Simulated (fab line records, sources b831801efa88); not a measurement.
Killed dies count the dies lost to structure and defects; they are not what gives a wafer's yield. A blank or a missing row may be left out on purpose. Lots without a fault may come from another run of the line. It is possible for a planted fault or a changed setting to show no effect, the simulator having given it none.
Chamber matching | flow gf180mcu | GF_CONTACT_CMP_04 on cmp-02: 4 sister chambers
The step polishes SiO2. 4 wafers are shown with their chamber, then 8 later ones without.

== WAFERS WITH THEIR CHAMBER ==
wafer  | chamber | motor current A (A)
L268.6 | 2       | 9.4
L267.1 | 0       | 12.9
L267.6 | 3       | 14.1
L270.1 | 1       | 11.9

== WAFERS WITHOUT THEIR CHAMBER ==
wafer  | motor current A (A)
L270.3 | 14.6
L270.6 | 9.4
L276.1 | 13.2
L276.4 | 14.6
L276.6 | 13.5
L278.3 | 13.0
L278.4 | 9.8
L278.5 | 14.3

== WHICH CHAMBER EACH WENT THROUGH ==
wafer  | from the rows above     | in truth
L270.3 | 3                       | 3
L270.6 | 2                       | 2
L276.1 | can't be placed: 0 or 3 | 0
L276.4 | 3                       | 3
L276.6 | can't be placed: 0 or 3 | 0
L278.3 | 0                       | 0
L278.4 | 2                       | 2
L278.5 | 3                       | 3
Correctly placed: 6 of 8. Not placeable from these rows: 2 (in 2, the candidates include the true chamber). Number placed wrongly: 0.
How it was worked out, from the rows above alone: a wafer's distance from a chamber is the root of the sum, over the readings, of the square of ((its reading less the chamber's mean) divided by the reading's scatter). If the next closest chamber is less than 2 further off than the closest, the wafer can't be placed; otherwise it belongs to the closest. Each chamber's mean is taken over the wafers shown for it. The scatter: with one shown wafer a chamber, the root of the mean of the squares of how far each hidden wafer lies from its nearest shown one.
